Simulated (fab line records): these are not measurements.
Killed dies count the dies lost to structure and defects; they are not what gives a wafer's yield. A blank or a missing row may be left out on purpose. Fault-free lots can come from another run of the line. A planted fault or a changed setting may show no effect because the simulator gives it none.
fab line records | flow sky130
record: lots: 14 wafers: 42 lastDay: 49
route steps=708 shown NWELL@63 VT_ADJUST_NCORE@130 VT_ADJUST_HVTR@137
lots with no fault: from the same line, run without faults
startH: hours from the record's opening day to when the first of the lot's shown wafers began | waitH: hours since the lot's step before | " identical to the entry in the row above | L1.1+2: a single row standing in for several wafers | - either no value or no given start | * or withheld: withheld | < > ~ a bound
route shown NAME@n: NAME is a module with steps in the file, n the number in the route of the first one | usual: average and standard deviation across the fault-free wafers | same: alike in all rows | chamber/n: place in a boat | sites: readings site by site | _std_site: standard deviation of those values | _edge_site: inner sites' mean taken away from outer sites' mean | radiusMm: for every site, how far away it sits from the centre of the wafer | mask NAME#n: copy n | behind: the most recent tool/chamber to have shaped the wafer | hold: what put the lot on hold/how long, in hours/how the hold closed | device: the transistor (n, p or np) that didn't switch | end of line: the same wafers' tests at the end of the route | a step without rows: its recipe alone | killed: dies lost to structure and defects at the first sort, not the wafer's yield | map: per-die view of a wafer (x killed, . not killed, _ where there is no die)
set.NAME: the setting as run; set.NAME@STEP: as run at that earlier step | model.NAME: the simulator's own value behind a step, which no gauge read
steps of the route over a sample of lots; a table a step, a row a wafer
services: a tool's chamber out of use, with start hour (startH, from the record's first day; less than 0 if before it), hours out, and reason
== steps ==
step: SKY_NWELL_OVL_MEAS_10
usual: NWELL_00_OVL: 0.0/1.2
columns lot.wafer tool chamber startH waitH NWELL_00_OVL[nm]
L595.1 overlay-01 - 86.76 - -0.7
L595.2 " - " " 0.7
L595.5 " - " " 0.0
L596.2 overlay-02 - 92.70 - -1.0
L596.3 " - " " -0.7
L596.6 " - " " 1.3
L599.4 overlay-02 - 107.78 - 0.3
L599.5 " - " " -1.3
L599.6 " - " " 2.0
L600.1 overlay-02 - 115.89 - -1.3
L600.2 " - " " -2.0
L600.6 " - " " -1.6
L601.1 overlay-01 - 124.36 - -1.4
L601.3 " - " " -1.8
L601.5 " - " " -0.4
L603.1 overlay-02 - 142.36 - 1.1
L603.3 " - " " 0.0
L603.6 " - " " -0.2
L605.2 overlay-01 - 148.37 - 0.1
L605.3 " - " " 0.6
L605.6 " - " " 0.2
L606.1 overlay-02 - 152.21 - -2.7
L606.2 " - " " -3.5
L606.3 " - " " 0.4
L607.1 overlay-02 - 159.91 - 0.2
L607.3 " - " " 1.6
L607.5 " - " " 0.3
L608.1 overlay-01 - 167.51 - 1.9
L608.3 " - " " 1.2
L608.5 " - " " -0.6
L609.1 overlay-02 - 169.76 - -0.7
L609.2 " - " " -0.4
L609.5 " - " " -1.4
L611.1 overlay-01 - 180.88 - -1.4
L611.2 " - " " 0.6
L611.4 " - " " -0.1
L612.2 overlay-01 - 187.27 - 0.2
L612.4 " - " " -0.9
L612.6 " - " " -0.2
L615.1 overlay-01 - 200.21 - 1.7
L615.2 " - " " 0.9
L615.3 " - " " 1.0
step: SKY_NWELL_STRIP_25
recipe: chemistry: O2/N2 powerW: 1400 pressureMtorr: 1500 platenTempC: withheld o2FlowSccm: 3000 n2FlowSccm: 300 overashFraction: 0.5
usual: drypumpMotorCurrentA: 5.6/0.58 oesProductAu: 0.723/0.0045 stripTimeToEndpointS: 36.98/0.11
columns lot.wafer tool chamber startH waitH drypumpMotorCurrentA oesProductAu rfHoursCounterH stripTimeToEndpointS
L595.1 plasmaAsher-03 1 104.01 0.1 6.1 0.727 30 37.08
L595.2 " 0 " " 4.9 0.729 30 36.97
L595.5 " 1 " " 6.1 0.720 - 37.03
L596.2 plasmaAsher-03 1 110.61 0.1 6.1 0.726 31 36.98
L596.3 " 1 " " 6.1 0.724 - 37.02
L596.6 " 0 " " 4.8 0.728 - 36.94
L599.4 plasmaAsher-02 1 126.83 0.1 5.9 0.716 - 37.04
L599.5 " 0 " " 5.8 0.721 - 37.15
L599.6 " 1 " " 5.9 0.719 - 37.12
L600.1 plasmaAsher-04 0 135.35 0.1 6.2 0.712 2 36.96
L600.2 " 1 " " 5.0 0.721 2 36.97
L600.6 " 0 " " 6.2 0.717 - 37.02
L601.1 plasmaAsher-02 0 144.18 0.1 5.8 0.725 45 36.87
L601.3 " 0 " " 5.8 0.719 - 36.90
L601.5 " 1 " " 5.9 0.727 - 36.81
L603.1 plasmaAsher-04 1 162.58 0.1 5.0 0.725 4 36.94
L603.3 " 1 " " 5.0 0.728 - 37.04
L603.6 " 1 " " 5.0 0.725 - 36.97
L605.2 plasmaAsher-04 0 168.65 0.1 6.2 0.724 5 36.89
L605.3 " 0 " " 6.2 0.716 - 36.97
L605.6 " 1 " " 5.0 0.725 - 36.91
L606.1 plasmaAsher-04 1 172.38 0.1 5.0 0.725 5 37.06
L606.2 " 0 " " 6.2 0.718 5 36.96
L606.3 " 1 " " 5.0 0.724 - 37.04
L607.1 plasmaAsher-03 0 181.41 0.1 4.8 0.719 38 37.05
L607.3 " 1 " " 6.1 0.718 - 37.03
L607.5 " 0 " " 4.9 0.727 - 37.09
L608.1 plasmaAsher-04 1 188.61 0.1 5.0 0.726 7 37.02
L608.3 " 0 " " 6.2 0.728 - 36.89
L608.5 " 1 " " 5.0 0.721 - 36.90
L609.1 plasmaAsher-04 0 190.78 0.1 6.2 0.721 7 36.88
L609.2 " 1 " " 5.0 0.728 7 36.95
L609.5 " 0 " " 6.2 0.728 - 37.01
L611.1 plasmaAsher-04 1 202.81 0.1 5.0 0.725 8 36.88
L611.2 " 0 " " 6.2 0.723 8 36.94
L611.4 " 0 " " 6.2 0.726 - 36.92
L612.2 plasmaAsher-04 0 209.20 0.1 6.2 0.725 9 36.73
L612.4 " 1 " " 5.0 0.732 - 36.67
L612.6 " 0 " " 6.2 0.718 - 36.67
L615.1 plasmaAsher-03 0 223.65 0.1 4.8 0.713 42 36.94
L615.2 " 1 " " 6.1 0.720 42 36.93
L615.3 " 1 " " 6.1 0.724 - 37.01
step: SKY_VT_ADJUST_NCORE_TW_MEAS_11
usual: VT_ADJUST_NCORE_TW: 218.4/0.99
columns lot.wafer tool chamber startH waitH VT_ADJUST_NCORE_TW
L595.1 filmMetro-04 - 182.07 0.1 217.4
L595.2 " - " " 219.1
L595.5 " - " " 218.7
L596.2 filmMetro-03 - 190.11 0.1 215.5
L596.3 " - " " 215.9
L596.6 " - " " 216.5
L599.4 filmMetro-04 - 209.75 0.1 216.4
L599.5 " - " " 217.9
L599.6 " - " " 217.4
L600.1 filmMetro-03 - 218.47 0.1 217.1
L600.2 " - " " 217.8
L600.6 " - " " 219.0
L601.1 filmMetro-03 - 229.09 0.1 216.9
L601.3 " - " " 217.1
L601.5 " - " " 217.9
L603.1 filmMetro-03 - 251.11 0.1 219.0
L603.3 " - " " 219.2
L603.6 " - " " 218.8
L605.2 filmMetro-04 - 258.23 0.1 217.6
L605.3 " - " " 219.5
L605.6 " - " " 218.9
L606.1 filmMetro-03 - 262.73 0.1 219.7
L606.2 " - " " 219.3
L606.3 " - " " 219.1
L607.1 filmMetro-04 - 273.87 0.1 217.4
L607.3 " - " " 218.3
L607.5 " - " " 218.1
L608.1 filmMetro-04 - 282.23 0.1 217.0
L608.3 " - " " 218.8
L608.5 " - " " 218.1
L609.1 filmMetro-03 - 284.45 0.1 219.3
L609.2 " - " " 218.5
L609.5 " - " " 218.9
L611.1 filmMetro-04 - 299.57 0.1 218.7
L611.2 " - " " 219.1
L611.4 " - " " 218.7
L612.2 filmMetro-01 - 306.31 0.1 219.5
L612.4 " - " " 218.5
L612.6 " - " " 218.8
L615.1 filmMetro-04 - 322.35 0.1 218.0
L615.2 " - " " 218.7
L615.3 " - " " 219.1
step: SKY_VT_ADJUST_HVTR_DEVELOP_06
recipe: developTimeS: 60 devTempC: 23
usual: developerTempC: 22.96/0.11
columns lot.wafer tool chamber startH waitH developerTempC
L595.1 lithoTrack-03 0 203.38 0.1 22.95
L595.2 " 0 " " 22.88
L595.5 " 0 " " 22.95
L596.2 lithoTrack-04 0 211.77 0.1 23.03
L596.3 " 0 " " 22.87
L596.6 " 0 " " 23.03
L599.4 lithoTrack-02 0 231.19 0.1 22.82
L599.5 " 0 " " 22.90
L599.6 " 0 " " 22.60
L600.1 lithoTrack-02 0 241.16 0.1 23.02
L600.2 " 0 " " 23.00
L600.6 " 0 " " 23.03
L601.1 lithoTrack-04 0 251.54 0.1 22.88
L601.3 " 0 " " 23.25
L601.5 " 0 " " 23.02
L603.1 lithoTrack-02 0 274.56 0.1 23.06
L603.3 " 0 " " 22.89
L603.6 " 0 " " 22.94
L605.2 lithoTrack-02 0 282.24 0.1 23.02
L605.3 " 0 " " 22.94
L605.6 " 0 " " 23.07
L606.1 lithoTrack-03 0 287.58 0.1 22.99
L606.2 " 0 " " 23.12
L606.3 " 0 " " 22.98
L607.1 lithoTrack-03 0 299.13 0.1 22.77
L607.3 " 0 " " 22.79
L607.5 " 0 " " 22.86
L608.1 lithoTrack-03 0 307.33 0.1 23.00
L608.3 " 0 " " 22.85
L608.5 " 0 " " 22.83
L609.1 lithoTrack-04 0 309.59 0.1 22.81
L609.2 " 0 " " 22.99
L609.5 " 0 " " 23.00
L611.1 lithoTrack-02 0 325.41 0.1 23.01
L611.2 " 0 " " 22.98
L611.4 " 0 " " 23.00
L612.2 lithoTrack-03 0 332.30 0.1 22.89
L612.4 " 0 " " 23.17
L612.6 " 0 " " 23.09
L615.1 lithoTrack-04 0 348.84 0.1 22.89
L615.2 " 0 " " 22.89
L615.3 " 0 " " 22.78
step: SKY_VT_ADJUST_HVTR_CD_MEAS_07
recipe: targetCdNm: 380
usual: cdNm: 380.8/2.5
columns lot.wafer tool chamber startH waitH cdNm
L595.1 cdSem-01 - 203.53 0.1 378.7
L595.2 " - " " 374.6
L595.5 " - " " 377.5
L596.2 cdSem-02 - 211.91 0.1 376.9
L596.3 " - " " 378.2
L596.6 " - " " 376.3
L599.4 cdSem-01 - 231.32 0.1 382.2
L599.5 " - " " 381.9
L599.6 " - " " 381.5
L600.1 cdSem-01 - 241.31 0.1 381.1
L600.2 " - " " 380.6
L600.6 " - " " 380.0
L601.1 cdSem-01 - 251.78 0.2 379.2
L601.3 " - " " 378.7
L601.5 " - " " 379.0
L603.1 cdSem-02 - 274.71 0.1 384.1
L603.3 " - " " 380.7
L603.6 " - " " 382.7
L605.2 cdSem-02 - 282.38 0.1 382.3
L605.3 " - " " 382.9
L605.6 " - " " 382.6
L606.1 cdSem-02 - 287.73 0.1 381.3
L606.2 " - " " 384.4
L606.3 " - " " 381.0
L607.1 cdSem-01 - 299.28 0.1 380.8
L607.3 " - " " 383.0
L607.5 " - " " 381.6
L608.1 cdSem-02 - 307.48 0.1 419.2
L608.3 " - " " 419.3
L608.5 " - " " 420.7
L609.1 cdSem-01 - 309.74 0.1 379.7
L609.2 " - " " 381.5
L609.5 " - " " 378.9
L611.1 cdSem-02 - 325.56 0.1 379.8
L611.2 " - " " 382.7
L611.4 " - " " 382.4
L612.2 cdSem-01 - 332.45 0.1 410.0
L612.4 " - " " 411.2
L612.6 " - " " 408.8
L615.1 cdSem-01 - 348.99 0.1 380.2
L615.2 " - " " 380.3
L615.3 " - " " 380.0
== services ==
columns tool chamber startH hours kind
plasmaAsher-04 - 108.75 9.0 pm
plasmaAsher-04 0 108.75 9.0 ventCycle
plasmaAsher-04 1 108.75 9.0 ventCycle
plasmaAsher-04 0 117.75 - clean
plasmaAsher-04 1 117.75 - clean
plasmaAsher-04 - 146.98 0.7 repair
lithoTrack-02 - 207.25 - consumableReplace:filter
plasmaAsher-04 - 240.67 2.2 repair
plasmaAsher-02 - 271.89 3.8 repair
plasmaAsher-02 - 332.98 3.5 repair
plasmaAsher-03 - 345.43 14.6 pm
== key ==
firstSign: step: SKY_VT_ADJUST_HVTR_CD_MEAS_07 reading: cdNm direction: up sigmas: 13 usual: 380.8 struck: 414.9 through: controlLoop
effect none on later readings
metAt SKY_VT_ADJUST_HVTR_DEVELOP_06
struckLots L608,L612
sortLeftOut L608.1,L608.3,L608.5
testerLeftOut L608,L612
loopTrim: step: SKY_VT_ADJUST_HVTR_EXPOSE_04 setting: dose lots: L612
notActingAt SKY_NWELL_OVL_MEAS_10,SKY_NWELL_STRIP_25,SKY_VT_ADJUST_NCORE_TW_MEAS_11
onsetBetween 299.13 307.33
fault: kind: processParameterDrift tool: lithoTrack-03 chamber: - onsetH: 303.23 steps: SKY_VT_ADJUST_HVTR_DEVELOP_06 channel: developTimeS offset: * shape: step endH: 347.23 actsIn: * stated: *
testerLeftOut: of these lots the tester's yield and bins aren't shown, on N5 and GAA mostly nor the transistor test; their killed dies are dies lost to structure and defects alone, not to doping, threshold or leakage, so they don't give the yield
sortLeftOut: the simulated sort isn't trusted on such a fault, so these wafers' sort isn't shown, and their yield isn't known
loopTrim: a control loop set the setting to another value than it would have without faults
